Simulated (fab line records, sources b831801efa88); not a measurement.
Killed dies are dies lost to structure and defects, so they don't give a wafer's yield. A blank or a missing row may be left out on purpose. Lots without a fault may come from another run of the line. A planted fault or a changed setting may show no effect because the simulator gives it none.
fab line records | flow sky130
record lots=6 wafers=18 last_day=51
route steps=708 shown CAPM@540 METAL3@555 VIA3@573 PAD_OPEN@708
lots that met no fault: from a run of the same line without faults
start_h: hours from the record's first day to the start of the lot's first wafer shown | wait_h: hours since the lot's step before | " the same as in the row above | L1.1+2: a row that stands for several wafers | - no value, or no start given | * or withheld: withheld | < > ~ a bound
route shown NAME@n: a module of which the file shows steps, and the number in the route of the first | usual: mean/standard deviation of fault-free wafers | same: alike in all rows | chamber/n: place in a boat | sites: the reading at each site | _std_site: their standard deviation | _edge_site: outer sites' mean less inner sites' | radius_mm: how far each site lies from the wafer's centre | mask NAME#n: copy n | behind: the tool/chamber that last shaped the wafer | hold: why the lot was held/for how many hours/how that ended | device: the transistor (n, p or np) that didn't switch | end of line: the same wafers' tests at the end of the route | a step without rows: its recipe alone | killed: dies lost to structure and defects at the first sort, not the wafer's yield | map: a wafer's dies, x killed, . not, _ none there
set.NAME: the setting as run; set.NAME@STEP: as run at that earlier step | model.NAME: the simulator's own value behind a step, which no gauge read
lots at some steps of the route; a table a step, a row a wafer
services: from which hour (start_h, from the record's first day; less than 0 if before it) a tool's chamber was out of use, for how many hours, and why
## steps
# step SKY_CAPM_RS_MEAS_03
# recipe thk_meas_gauge=four-point-probe reads=TiN_of_CAPM_SPUTTER_02
# usual CAPM_TIN_RS=6.92/0.069
# columns lot.wafer tool chamber start_h wait_h CAPM_TIN_RS[ohm/sq]
L188.1 film_metro-03 - 879.65 0.1 7.00
L188.4 " - " " 6.98
L188.6 " - " " 6.94
L194.1 film_metro-01 - 908.92 0.1 6.97
L194.2 " - " " 6.94
L194.4 " - " " 7.00
L195.1 film_metro-01 - 922.28 0.1 6.87
L195.2 " - " " 6.96
L195.3 " - " " 6.96
L202.4 film_metro-01 - 973.36 0.1 7.05
L202.5 " - " " 7.00
L202.6 " - " " 6.89
L207.1 film_metro-02 - 994.70 0.1 6.82
L207.2 " - " " 6.84
L207.6 " - " " 6.85
L210.3 film_metro-01 - 1037.85 0.1 7.03
L210.4 " - " " 6.87
L210.5 " - " " 6.87
# step SKY_CAPM_THK_MEAS_04
# recipe thk_meas_gauge=xrf reads=TiN_of_CAPM_SPUTTER_02
# usual CAPM_TIN_THK=201.8/2.3
# columns lot.wafer tool chamber start_h wait_h CAPM_TIN_THK[nm]
L188.1 film_metro-03 - 879.77 0.1 198.5
L188.4 " - " " 200.5
L188.6 " - " " 201.5
L194.1 film_metro-01 - 909.04 0.1 199.3
L194.2 " - " " 199.8
L194.4 " - " " 198.7
L195.1 film_metro-01 - 922.40 0.1 203.0
L195.2 " - " " 200.2
L195.3 " - " " 199.6
L202.4 film_metro-01 - 973.45 0.1 197.6
L202.5 " - " " 198.6
L202.6 " - " " 202.6
L207.1 film_metro-02 - 994.82 0.1 206.3
L207.2 " - " " 206.4
L207.6 " - " " 205.1
L210.3 film_metro-01 - 1037.95 0.1 197.6
L210.4 " - " " 202.5
L210.5 " - " " 202.1
# step SKY_CAPM_DEHYDRATE_05
# recipe temp_c=200 time_s=60
# step SKY_CAPM_HMDS_06
# recipe prime_time_s=60 prime_temp_c=120
# step SKY_CAPM_COAT_07
# recipe resist=NOVOLAK spin_rpm=3000 resist_thk_nm=1140
# step SKY_CAPM_SOFTBAKE_08
# recipe temp_c=90 time_s=60 resist=NOVOLAK
# step SKY_CAPM_EXPOSE_09
# recipe mask_id=CAPM na=0.6 source_shape=conventional sigma_outer=0.6 polarization=unpolarized target_cd_nm=1000 dose_mj=159
# step SKY_CAPM_PEB_10
# recipe temp_c=withheld time_s=* resist=NOVOLAK
# step SKY_CAPM_DEVELOP_11
# recipe resist=NOVOLAK developer=TMAH develop_time_s=60 dev_temp_c=23
# step SKY_CAPM_OVL_MEAS_12
# usual CAPM_OVL=0.3/1.3
# columns lot.wafer tool chamber start_h wait_h CAPM_OVL[nm]
L188.1 overlay-01 - 906.09 0.1 -0.5
L188.4 " - " " -0.1
L188.6 " - " " -0.9
L194.1 overlay-01 - 934.07 0.1 -1.8
L194.2 " - " " -0.9
L194.4 " - " " -0.7
L195.1 overlay-01 - 946.64 0.1 -0.6
L195.2 " - " " 0.6
L195.3 " - " " -0.4
L202.4 overlay-01 - 996.14 0.1 -0.9
L202.5 " - " " -0.4
L202.6 " - " " -0.5
L207.1 overlay-02 - 1017.82 0.1 1.6
L207.2 " - " " 1.9
L207.6 " - " " 1.7
L210.3 overlay-02 - 1059.70 0.1 -0.7
L210.4 " - " " -0.3
L210.5 " - " " 0.2
# step SKY_CAPM_METAL_ETCH_13
# recipe target_depth_nm=220 stop_on=SiO2 chemistry=Cl2/BCl3 target=TiN pressure_mtorr=10 icp_w=900 bias_w=48.5 Cl2_flow_sccm=60 bcl3_flow_sccm=30 time_s=62.9
# step SKY_CAPM_STRIP_14
# recipe chemistry=O2/N2 power_w=1400 pressure_mtorr=1500 platen_temp_c=withheld o2_flow_sccm=3000 n2_flow_sccm=300 overash_fraction=0.5
# usual drypump_motor_current_A=6.00/0.24 oes_product_au=0.710/0.0049 strip_time_to_endpoint_s=12.66/0.041
# columns lot.wafer tool chamber start_h wait_h drypump_motor_current_A oes_product_au rf_hours_counter_h strip_time_to_endpoint_s
L188.1 plasma_asher-01 1 906.20 0.1 5.99 0.717 45 12.60
L188.4 " 1 " " 5.95 0.710 - 12.69
L188.6 " 1 " " 5.97 0.718 - 12.66
L194.1 plasma_asher-02 1 934.18 0.1 5.81 0.714 83 12.62
L194.2 " 0 " " 6.34 0.712 83 12.59
L194.4 " 1 " " 5.79 0.714 - 12.64
L195.1 plasma_asher-04 1 946.75 0.1 5.78 0.698 113 12.65
L195.2 " 0 " " 6.41 0.711 113 12.68
L195.3 " 0 " " 6.38 0.709 - 12.68
L202.4 plasma_asher-02 1 996.26 0.1 5.80 0.711 - 12.58
L202.5 " 0 " " 6.34 0.704 - 12.57
L202.6 " 1 " " 5.81 0.708 - 12.60
L207.1 plasma_asher-04 0 1017.93 0.1 6.37 0.709 120 12.65
L207.2 " 1 " " 5.80 0.716 120 12.60
L207.6 " 1 " " 5.80 0.704 - 12.59
L210.3 plasma_asher-02 0 1059.84 0.1 6.31 0.710 - 12.68
L210.4 " 1 " " 5.81 0.711 - 12.61
L210.5 " 1 " " 5.81 0.710 - 12.66
# step SKY_CAPM_STRIP_15
# recipe chemistry=post_etch_residue_remover time_s=1229 temp_c=72.5
# columns lot.wafer tool chamber start_h wait_h
L188.1+4+6 wet_bench-02 1 906.30 0.1
L194.1+2+4 wet_bench-04 0 934.28 0.1
L195.1+2+3 wet_bench-04 1 946.85 0.1
L202.4+5+6 wet_bench-01 2 996.33 0.0
L207.1+2+6 wet_bench-04 3 1018.03 0.1
L210.3+4+5 wet_bench-01 1 1059.90 0.0
# step SKY_CAPM_CLEAN_16
# recipe chemistry=IPA time_s=180 temp_c=25
# step SKY_CAPM_CLEAN_17
# recipe chemistry=O3/DIW dry=n2_spin
# step SKY_METAL3_DEHYDRATE_05
# recipe temp_c=200 time_s=60
# step SKY_METAL3_HMDS_06
# recipe prime_time_s=60 prime_temp_c=120
# step SKY_METAL3_COAT_07
# recipe resist=BARC temp_c=withheld time_s=withheld spin_rpm=3000 resist_thk_nm=60
# step SKY_METAL3_COAT_08
# recipe resist=KrF-thick spin_rpm=3000 resist_thk_nm=1140
# step SKY_METAL3_SOFTBAKE_09
# recipe temp_c=100 time_s=90 resist=KrF-thick
# step SKY_METAL3_EXPOSE_10
# recipe mask_id=MM3 na=0.68 source_shape=annular sigma_inner=0.4 sigma_outer=0.8 target_cd_nm=300 dose_mj=28
# step SKY_METAL3_PEB_11
# recipe peb_temp_c=withheld peb_time_s=withheld resist=KrF-thick
# step SKY_METAL3_DEVELOP_12
# recipe develop_time_s=60 resist=KrF-thick dev_temp_c=21
# step SKY_METAL3_CD_MEAS_13
# recipe target_cd_nm=300
# usual cd_nm=300.1/1.5
# columns lot.wafer tool chamber start_h wait_h cd_nm
L188.1 cd_sem-01 - 931.94 - 302.3
L188.4 " - " " 300.4
L188.6 " - " " 299.7
L194.1 cd_sem-02 - 958.79 - 297.8
L194.2 " - " " 298.6
L194.4 " - " " 298.6
L195.1 cd_sem-01 - 971.79 - 298.3
L195.2 " - " " 297.5
L195.3 " - " " 296.5
L202.4 cd_sem-01 - 1020.45 - 299.9
L202.5 " - " " 301.9
L202.6 " - " " 300.2
L207.1 cd_sem-01 - 1041.89 - 299.1
L207.2 " - " " 299.4
L207.6 " - " " 299.5
L210.3 cd_sem-02 - 1082.23 - 300.1
L210.4 " - " " 301.7
L210.5 " - " " 301.6
# step SKY_METAL3_OVL_MEAS_14
# usual METAL3_OVL=-1/5.2
# columns lot.wafer tool chamber start_h wait_h METAL3_OVL[nm]
L188.1 overlay-02 - 932.06 0.1 6
L188.4 " - " " 3
L188.6 " - " " -1
L194.1 overlay-02 - 958.91 0.1 -7
L194.2 " - " " -5
L194.4 " - " " -8
L195.1 overlay-02 - 971.91 0.1 -2
L195.2 " - " " -2
L195.3 " - " " 1
L202.4 overlay-01 - 1020.53 0.1 4
L202.5 " - " " -3
L202.6 " - " " 1
L207.1 overlay-01 - 1042.01 0.1 -14
L207.2 " - " " -8
L207.6 " - " " -10
L210.3 overlay-02 - 1082.32 0.1 -9
L210.4 " - " " -9
L210.5 " - " " -4
# step SKY_METAL3_DESCUM_15
# recipe chemistry=O2 source_power_w=150 bias_power_w=0 pressure_mtorr=10 temp_c=40 time_s=8
# step SKY_METAL3_ETCH_16
# recipe chemistry=N2/H2 target=BARC ion_energy_ev=200 bias_w=100 pressure_mtorr=30 n2_flow_sccm=100 h2_flow_sccm=200 icp_w=500 stop_on=SiO2 time_s=88.2 target_depth_a=600
# step SKY_METAL3_ETCH_17
# recipe target=SiO2 stop_on=TiN chemistry=C4F8/O2/Ar source_w=1500 bias_w=1200 pressure_mtorr=40 c4f8_flow_sccm=withheld O2_flow_sccm=6 Ar_flow_sccm=300 time_s=3.9 target_depth_a=150
# usual oes_product_au=0.753/0.0067 rf_fwd_power_W=1470/8.2
# columns lot.wafer tool chamber start_h wait_h oes_product_au rf_fwd_power_W rf_hours_counter_h
L188.1 rie_diel-04 3 932.22 0.1 0.746 1485 10
L188.4 " 0 " " 0.759 1475 19
L188.6 " 1 " " 0.756 1465 -
L194.1 rie_diel-01 3 959.08 0.1 0.745 1462 10
L194.2 " 2 " " 0.752 1468 20
L194.4 " 0 " " 0.753 1468 8
L195.1 rie_diel-01 1 972.07 0.1 0.757 1462 16
L195.2 " 0 " " 0.747 1470 8
L195.3 " 2 " " 0.753 1469 20
L202.4 rie_diel-04 1 1020.68 0.0 0.763 1472 11
L202.5 " 3 " " 0.757 1491 -
L202.6 " 2 " " 0.761 1476 -
L207.1 rie_diel-01 0 1042.18 0.1 0.743 1473 10
L207.2 " 1 " " 0.741 1456 18
L207.6 " 0 " " 0.748 1471 -
L210.3 rie_diel-01 2 1082.47 0.0 0.760 1463 24
L210.4 " 3 " " 0.760 1465 14
L210.5 " 0 " " 0.753 1475 -
# step SKY_METAL3_METAL_ETCH_18
# recipe target_depth_a=8450 stop_on=SiO2 over_etch_frac=0.3 time_s=183.1 chemistry=Cl2/BCl3 resist_sidewall_deg=88 pressure_mtorr=10 icp_w=900 bias_w=48.5 Cl2_flow_sccm=60 bcl3_flow_sccm=30
# step SKY_METAL3_STRIP_19
# recipe chemistry=O2/N2 power_w=1400 pressure_mtorr=1500 platen_temp_c=withheld o2_flow_sccm=3000 n2_flow_sccm=300 overash_fraction=0.5
# usual drypump_motor_current_A=6.0/0.41 oes_product_au=0.502/0.0056 strip_time_to_endpoint_s=6.53/0.076
# columns lot.wafer tool chamber start_h wait_h drypump_motor_current_A oes_product_au rf_hours_counter_h strip_time_to_endpoint_s
L188.1 plasma_asher-03 0 932.42 0.1 6.6 0.494 18 6.43
L188.4 " 0 " " 6.6 0.501 - 6.45
L188.6 " 0 " " 6.6 0.500 - 6.48
L194.1 plasma_asher-04 0 959.27 0.1 6.4 0.495 114 6.45
L194.2 " 1 " " 5.8 0.497 114 6.48
L194.4 " 1 " " 5.8 0.502 - 6.52
L195.1 plasma_asher-04 0 972.27 0.1 6.4 0.491 116 6.38
L195.2 " 1 " " 5.8 0.499 116 6.58
L195.3 " 1 " " 5.8 0.506 - 6.62
L202.4 plasma_asher-03 0 1020.91 0.1 6.6 0.502 - 6.51
L202.5 " 0 " " 6.6 0.496 - 6.48
L202.6 " 1 " " 5.5 0.506 - 6.57
L207.1 plasma_asher-03 1 1042.37 0.1 5.5 0.497 29 6.54
L207.2 " 0 " " 6.6 0.511 29 6.52
L207.6 " 0 " " 6.6 0.498 - 6.54
L210.3 plasma_asher-04 0 1082.70 0.1 6.4 0.505 - 6.57
L210.4 " 1 " " 5.8 0.502 - 6.42
L210.5 " 1 " " 5.8 0.500 - 6.40
# step SKY_METAL3_STRIP_20
# recipe chemistry=post_etch_residue_remover time_s=1200 temp_c=72.5
# step SKY_METAL3_CLEAN_21
# recipe chemistry=IPA time_s=180 temp_c=25
# step SKY_METAL3_CLEAN_22
# recipe chemistry=O3/DIW dry=n2_spin
# step SKY_VIA3_HDPCVD_00
# recipe material=SiO2 target_thk_nm=1635 sigma_open_frac=0.3 time_s=272.5 temp_c=400 sih4_flow_sccm=60 pressure_mtorr=6
# step SKY_VIA3_THK_MEAS_01
# recipe reads=SiO2_of_VIA3_HDPCVD_00
# usual VIA3_HDPCVD_THK=1638/18
# columns lot.wafer tool chamber start_h wait_h VIA3_HDPCVD_THK[nm]
L188.1 film_metro-02 - 933.31 0.1 1637
L188.4 " - " " 1637
L188.6 " - " " 1678
L194.1 film_metro-03 - 960.03 0.1 1609
L194.2 " - " " 1623
L194.4 " - " " 1623
L195.1 film_metro-04 - 973.07 0.1 1629
L195.2 " - " " 1632
L195.3 " - " " 1637
L202.4 film_metro-03 - 1021.77 0.0 1624
L202.5 " - " " 1658
L202.6 " - " " 1634
L207.1 film_metro-02 - 1043.16 0.1 1608
L207.2 " - " " 1635
L207.6 " - " " 1633
L210.3 film_metro-02 - 1083.48 0.1 1634
L210.4 " - " " 1674
L210.5 " - " " 1624
# step SKY_VIA3_CMP_02
# recipe material=SiO2 down_force_psi=4 platen_rpm=60 pad_velocity_m_s=0.94248
# usual motor_current_A=12.5/1.3 slurry_flow_ml_min=150.0/0.44
# columns lot.wafer tool chamber start_h wait_h motor_current_A slurry_flow_ml_min
L188.4 cmp-02 0 933.64 0.3 11.7 150.6
L188.1 " 1 " " 13.0 149.4
L188.6 " 1 " " 13.1 149.3
L194.2 cmp-02 2 960.09 0.0 10.9 150.5
L194.4 " 3 " " 11.6 150.3
L194.1 " 1 " " 13.3 150.5
L195.2 cmp-01 0 973.13 0.0 13.3 149.3
L195.3 " 1 " " 14.6 150.0
L195.1 " 3 " " 10.7 150.0
L202.4 cmp-02 1 1021.85 0.1 13.9 150.1
L202.5 " 0 " " 12.2 150.7
L202.6 " 1 " " 13.1 150.5
L207.1 cmp-02 0 1043.27 0.1 12.8 149.9
L207.2 " 2 " " 10.7 149.5
L207.6 " 0 " " 12.8 149.7
L210.4 cmp-01 1 1083.52 0.0 14.5 150.3
L210.3 " 0 " " 13.3 150.2
L210.5 " 1 " " 15.0 150.4
# step SKY_VIA3_BOW_MEAS_03
# recipe mode=bow
# usual VIA3_BOW=81/8
# columns lot.wafer tool chamber start_h wait_h VIA3_BOW[um]
L188.1 film_metro-04 - 933.94 0.2 83
L188.4 " - " " 75
L188.6 " - " " 76
L194.1 film_metro-04 - 960.39 0.1 78
L194.2 " - " " 79
L194.4 " - " " 75
L195.1 film_metro-04 - 973.43 0.1 86
L195.2 " - " " 94
L195.3 " - " " 87
L202.4 film_metro-02 - 1022.16 0.3 92
L202.5 " - " " 78
L202.6 " - " " 80
L207.1 film_metro-03 - 1043.52 0.2 72
L207.2 " - " " 76
L207.6 " - " " 83
L210.3 film_metro-02 - 1083.86 0.1 85
L210.4 " - " " 97
L210.5 " - " " 85
# step SKY_VIA3_DEHYDRATE_04
# recipe temp_c=200 time_s=60
# step SKY_VIA3_HMDS_05
# recipe prime_time_s=60 prime_temp_c=120
# step SKY_VIA3_COAT_06
# recipe resist=BARC temp_c=withheld time_s=withheld spin_rpm=3000 resist_thk_nm=60
# step SKY_VIA3_COAT_07
# recipe resist=KrF-thick spin_rpm=3000 resist_thk_nm=450
# step SKY_VIA3_SOFTBAKE_08
# recipe temp_c=100 time_s=92.91 resist=KrF-thick
# usual plate_sensor_t_centre_C=100.88/0.011 plate_sensor_t_edge_C=100.95/0.01
# columns lot.wafer tool chamber start_h wait_h plate_sensor_t_centre_C plate_sensor_t_edge_C
L188.1 litho_track-04 0 - - 100.90 100.94
L188.4 " 0 " " 100.89 100.94
L188.6 " 0 " " 100.91 100.96
L194.1 litho_track-04 0 - - 100.89 100.96
L194.2 " 0 " " 100.86 100.97
L194.4 " 0 " " 100.88 100.95
L195.1 litho_track-02 0 - - 100.90 100.94
L195.2 " 0 " " 100.89 100.94
L195.3 " 0 " " 100.88 100.95
L202.4 litho_track-02 0 - - 100.91 100.96
L202.5 " 0 " " 100.87 100.94
L202.6 " 0 " " 100.89 100.96
L207.1 litho_track-03 0 - - 100.88 100.94
L207.2 " 0 " " 100.88 100.96
L207.6 " 0 " " 100.90 100.97
L210.3 litho_track-02 0 - - 100.88 100.95
L210.4 " 0 " " 100.87 100.95
L210.5 " 0 " " 100.87 100.95
# step SKY_PAD_OPEN_PROBE_99
# usual defect_limited_yield=82.4/2 killed_at_M0_to_M3=43/6.8 killed_at_M4_up=3.1/1.8 killed_at_contacts=25/5.8 killed_at_front_end=15/4.2 killed_at_other=0.3/0.5 killed_dies=87/9.7 killed_open=47/7.3 killed_short=39/6.6 sort_bin_3_pad_short=0.9/0.37 sort_bin_5_function=10.4/1.4 sort_bin_6_memory=6.3/1.1 sort_n_pass=405/9.7 sort_yield_pct=82.4/2
# same gross_dies=492 killed_at_back_side=0 sort_bin_4_leakage[%]=0 sort_bin_8_speed[%]=0
# columns lot.wafer tool chamber start_h wait_h hold defect_limited_yield[%] killed_at_M0_to_M3 killed_at_M4_up killed_at_contacts killed_at_front_end killed_at_other killed_dies killed_open killed_short sort_bin_3_pad_short[%] sort_bin_5_function[%] sort_bin_6_memory[%] sort_n_pass sort_yield_pct[%] model.etest.tester.sort_n_pass model.etest.tester.sort_yield_pct model.etest.tester.sort_bin_5_pct model.etest.tester.sort_bin_3_pct
L188.1 prober-02 - 1101.05 0.1 - 78.7 37 1 39 28 0 105 52 53 1.2 12.6 7.5 387 78.7 387 78.66 12.6 1.22
L188.4 prober-02 - 1101.20 0.2 - 84.6 40 5 18 12 1 76 37 39 1.4 9.8 4.3 416 84.6 416 84.55 9.756 1.423
L188.6 prober-02 - 1101.30 0.2 - 81.5 44 1 25 21 0 91 51 40 0.8 9.6 8.1 401 81.5 401 81.5 9.553 0.813
L194.1 prober-01 - 1120.05 0.1 await_dispo/3.4h/release 68.9 40 3 30 17 63 153 48 42 3.9 19.1 8.1 339 68.9 339 68.9 19.11 3.862
L194.2 prober-01 - 1120.10 0.1 await_dispo/3.4h/release 68.5 48 4 23 13 67 155 47 42 5.5 17.3 8.7 337 68.5 337 68.5 17.28 5.488
L194.4 prober-01 - 1120.20 0.2 await_dispo/3.4h/release 71.5 36 2 23 14 65 140 41 34 5.3 17.5 5.7 352 71.5 352 71.54 17.48 5.285
L195.1 prober-01 - 1133.60 0.1 await_dispo/3.7h/release 75.4 31 2 27 9 52 121 39 30 4.1 16.1 4.5 371 75.4 371 75.41 16.06 4.065
L195.2 prober-01 - 1133.65 0.1 await_dispo/3.7h/release 72.8 39 1 28 13 53 134 51 30 4.3 15.4 7.5 358 72.8 358 72.76 15.45 4.268
L195.3 prober-01 - 1133.70 0.2 await_dispo/3.7h/release 70.3 37 2 27 21 59 146 53 34 4.5 18.9 6.3 346 70.3 346 70.33 18.9 4.472
L202.4 prober-01 - 1173.89 0.2 - 84.6 37 1 20 17 1 76 42 34 0.6 8.9 5.9 416 84.6 416 84.55 8.943 0.6098
L202.5 prober-01 - 1173.94 0.2 - 85.0 34 4 21 15 0 74 41 33 0.6 8.7 5.7 418 85.0 418 84.96 8.74 0.6098
L202.6 prober-01 - 1173.99 0.2 - 87.6 27 5 18 11 0 61 35 26 0.4 7.9 4.1 431 87.6 431 87.6 7.927 0.4065
L207.1 prober-01 - 1188.04 0.1 - 84.3 38 2 24 13 0 77 41 36 1.4 7.7 6.5 415 84.3 415 84.35 7.724 1.423
L207.2 prober-01 - 1188.09 0.1 - 80.3 46 4 31 16 0 97 57 40 1.0 12.8 5.9 395 80.3 395 80.28 12.8 1.016
L207.6 prober-01 - 1188.29 0.2 - 83.5 42 3 17 19 0 81 42 39 1.2 10.8 4.5 411 83.5 411 83.54 10.77 1.22
L210.3 prober-02 - 1214.76 0.2 - 82.1 42 2 31 13 0 88 51 37 0.6 11.2 6.1 404 82.1 404 82.11 11.18 0.6098
L210.4 prober-02 - 1214.81 0.2 - 83.9 35 2 28 14 0 79 41 38 0.2 8.7 7.1 413 83.9 413 83.94 8.74 0.2033
L210.5 prober-02 - 1214.86 0.2 - 81.3 40 4 28 19 1 92 48 44 0.8 10.6 7.3 400 81.3 400 81.3 10.57 0.813
# killed by level:class
L188.1 CONTACT:geometric_particle:open=13 LOCAL_INTERCONNECT:geometric_particle:short=8 CONTACT:geometric_particle:short=8 LI_CONTACT:geometric_particle:open=7 FIELD_ISO:geometric_particle:short=6 POLY_GATE:geometric_particle:open=6 METAL1:geometric_particle:short=6 METAL2:geometric_particle:short=5
L188.4 VIA3:geometric_particle:open=12 LI_CONTACT:geometric_particle:open=5 LOCAL_INTERCONNECT:geometric_particle:short=5 VIA3:geometric_particle:short=5 VIA2:geometric_particle:open=5 METAL4:geometric_particle:short=5 POLY_GATE:geometric_particle:open=4 METAL3:geometric_particle:short=4
L188.6 CONTACT:geometric_particle:open=14 VIA1:geometric_particle:open=8 VIA3:geometric_particle:open=8 FIELD_ISO:geometric_particle:open=7 METAL2:geometric_particle:short=6 POLY_GATE:geometric_particle:short=4 METAL1:geometric_particle:short=4 CONTACT:geometric_particle:short=4
L194.1 CAPM:unspecified=63 VIA2:geometric_particle:open=10 VIA1:geometric_particle:open=7 LI_CONTACT:geometric_particle:open=7 CONTACT:geometric_particle:short=7 CONTACT:geometric_particle:open=7 POLY_GATE:geometric_particle:open=5 LI_CONTACT:geometric_particle:short=5
L194.2 CAPM:unspecified=66 VIA1:geometric_particle:open=11 LI_CONTACT:geometric_particle:open=8 VIA1:geometric_particle:short=7 METAL1:geometric_particle:open=6 METAL2:geometric_particle:short=6 CONTACT:geometric_particle:open=5 VIA3:geometric_particle:open=5
L194.4 CAPM:unspecified=65 VIA1:geometric_particle:open=9 CONTACT:geometric_particle:open=8 POLY_GATE:geometric_particle:open=5 LI_CONTACT:geometric_particle:open=5 VIA3:geometric_particle:open=5 VIA2:geometric_particle:short=4 POLY_GATE:geometric_particle:short=4
L195.1 CAPM:unspecified=52 CONTACT:geometric_particle:open=13 METAL2:geometric_particle:short=6 VIA2:geometric_particle:open=6 LI_CONTACT:geometric_particle:open=5 CONTACT:geometric_particle:short=4 VIA1:geometric_particle:open=4 POLY_GATE:geometric_particle:short=3
L195.2 CAPM:unspecified=53 CONTACT:geometric_particle:open=11 VIA3:geometric_particle:open=10 LI_CONTACT:geometric_particle:open=8 VIA2:geometric_particle:short=6 VIA2:geometric_particle:open=5 POLY_GATE:geometric_particle:open=4 CONTACT:geometric_particle:short=4
L195.3 CAPM:unspecified=59 CONTACT:geometric_particle:open=10 VIA1:geometric_particle:open=8 METAL2:geometric_particle:short=8 VIA3:geometric_particle:open=7 POLY_GATE:geometric_particle:open=6 LI_CONTACT:geometric_particle:open=6 FIELD_ISO:geometric_particle:short=5
L202.4 METAL2:geometric_particle:short=7 VIA2:geometric_particle:open=7 VIA1:geometric_particle:open=5 LI_CONTACT:geometric_particle:open=5 CONTACT:geometric_particle:short=5 CONTACT:geometric_particle:open=5 VIA1:geometric_particle:short=5 FIELD_ISO:geometric_particle:open=4
L202.5 VIA1:geometric_particle:open=7 LI_CONTACT:geometric_particle:open=7 VIA3:geometric_particle:open=7 FIELD_ISO:geometric_particle:short=5 CONTACT:geometric_particle:open=5 METAL3:geometric_particle:short=5 METAL2:geometric_particle:short=4 FIELD_ISO:geometric_particle:open=3
L202.6 VIA2:geometric_particle:open=10 CONTACT:geometric_particle:open=7 FIELD_ISO:geometric_particle:open=5 METAL4:geometric_particle:short=5 LI_CONTACT:geometric_particle:open=3 LOCAL_INTERCONNECT:geometric_particle:short=3 VIA1:geometric_particle:open=3 VIA3:geometric_particle:open=3
L207.1 CONTACT:geometric_particle:open=11 FIELD_ISO:geometric_particle:open=7 VIA1:geometric_particle:open=6 VIA2:geometric_particle:open=6 VIA1:geometric_particle:short=5 LI_CONTACT:geometric_particle:short=4 LOCAL_INTERCONNECT:geometric_particle:short=4 METAL3:geometric_particle:short=4
L207.2 CONTACT:geometric_particle:open=15 VIA1:geometric_particle:open=11 VIA3:geometric_particle:open=9 LOCAL_INTERCONNECT:geometric_particle:short=7 FIELD_ISO:geometric_particle:short=6 FIELD_ISO:geometric_particle:open=5 LI_CONTACT:geometric_particle:open=5 VIA3:geometric_particle:short=5
L207.6 VIA1:geometric_particle:open=13 VIA2:geometric_particle:open=8 FIELD_ISO:geometric_particle:short=7 CONTACT:geometric_particle:short=6 CONTACT:geometric_particle:open=5 VIA1:geometric_particle:short=5 METAL2:geometric_particle:short=5 FIELD_ISO:geometric_particle:open=4
L210.3 CONTACT:geometric_particle:open=14 VIA3:geometric_particle:open=11 LI_CONTACT:geometric_particle:open=6 CONTACT:geometric_particle:short=6 VIA1:geometric_particle:open=6 FIELD_ISO:geometric_particle:open=5 VIA1:geometric_particle:short=5 VIA2:geometric_particle:open=5
L210.4 CONTACT:geometric_particle:open=9 LOCAL_INTERCONNECT:geometric_particle:short=8 VIA1:geometric_particle:short=6 VIA2:geometric_particle:open=6 VIA1:geometric_particle:open=5 VIA3:geometric_particle:open=5 POLY_GATE:geometric_particle:open=4 LI_CONTACT:geometric_particle:open=4
L210.5 CONTACT:geometric_particle:open=11 FIELD_ISO:geometric_particle:short=10 VIA1:geometric_particle:open=8 LI_CONTACT:geometric_particle:open=6 FIELD_ISO:geometric_particle:open=5 LOCAL_INTERCONNECT:geometric_particle:short=5 CONTACT:geometric_particle:short=5 VIA2:geometric_particle:open=5
# map L194.2 (x killed, . not)
__________....x..x.._________
________xx...x........_______
______x.xxxxx.xx........_____
_____xxxxxxxxxxx...x...xx____
____xxxxxxxxxxxxx.....xxx.___
___xxxxxxxxxxx.x.....x.....__
__..xxxxxxxxxxxxx..x..x...x._
_xx..xxxxxxxx.x...x....x..x.x
_.....xxxxxx.................
_....xxxx....x.x........xx..x
_.......xx......x......x.....
_x.....xx.x...........x..x...
_.............x....x.x..x.x..
_....x...x..x.x....x.xx......
_......x......x.........x.x..
__...x....xx............x.x._
___x.xx.x.x..x.........x..x__
____......x...............___
_____....x.x....x........____
______xxx..............._____
________..xx.....x..x._______
__________..x....x.x_________
# map L195.3 (x killed, . not)
__________.......xx._________
________x...x..x.xxxxx_______
______..x....x..xxxxxxxx_____
_____..x..x.x...xxxxxxxxx____
____....x........xxxxxxxxx___
___xx........x..xxxxxxxxxxx__
__................xxxxxxxx.._
_.x.......x.....x.xxxxxxx...x
_........x.......x.x..x......
_xx.....x....x.....x.x...x...
_.....x.....x.x.x............
_........x....x....x.x.......
_......xx.....x.x.......x....
_x..........x..xx..xx.x......
_x.xx...x..x.x..x.x.xx..xx...
__x....x..x..x.....x........_
___...x...x..x.....x.......__
____x...x.x..x............___
_____x...x..x.....x.x....____
______x...x...xx......x._____
________..x.....x...x._______
__________x...x....._________
## services
# columns tool chamber start_h hours kind
plasma_asher-03 - 888.86 2.8 repair
rie_diel-04 2 893.15 5.9 repair
rie_diel-01 0 909.25 10.0 repair
wet_bench-02 - 909.36 1.5 repair
cmp-01 - 912.00 4.0 pm
rie_diel-01 2 915.13 7.6 repair
cmp-01 - 932.08 5.5 pm
cmp-02 - 943.59 2.7 repair
rie_diel-01 - 945.82 2.8 pm
plasma_asher-02 - 963.80 3.3 repair
wet_bench-02 - 1022.64 1.8 repair
cmp-02 - 1024.29 14.3 pm
cmp-01 - 1027.29 1.1 repair
plasma_asher-03 - 1027.53 0.9 repair
rie_diel-01 - 1038.13 4.0 repair
plasma_asher-01 - 1041.49 2.1 repair
plasma_asher-03 - 1043.18 2.8 pm
plasma_asher-04 - 1055.25 9.0 pm
rie_diel-01 - 1071.94 2.4 repair
plasma_asher-01 - 1074.75 2.6 repair
rie_diel-04 2 1078.45 2.7 repair
cmp-02 - 1084.05 4.0 pm
rie_diel-04 3 1091.45 2.8 repair
rie_diel-04 - 1092.13 2.7 repair
## key
first_sign step=SKY_PAD_OPEN_PROBE_99 reading=killed_at_other direction=up sigmas=60 usual=0.3 struck=59.8
effect step=SKY_PAD_OPEN_PROBE_99 reading=sort_bin_3_pad_short direction=up sigmas=10 usual=0.9 struck=4.6
model_effect step=SKY_PAD_OPEN_PROBE_99 value=etest.tester.sort_n_pass without=403 struck=350.5
met_at SKY_CAPM_STRIP_15
struck_wafers L194.1,L194.2,L194.4,L195.1,L195.2,L195.3
fault kind=chamber_particle_source tool=wet_bench-04 chamber=- onset_h=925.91 steps=SKY_CAPM_STRIP_15 rate_per_visit_cm2=1.7245 end_h=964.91
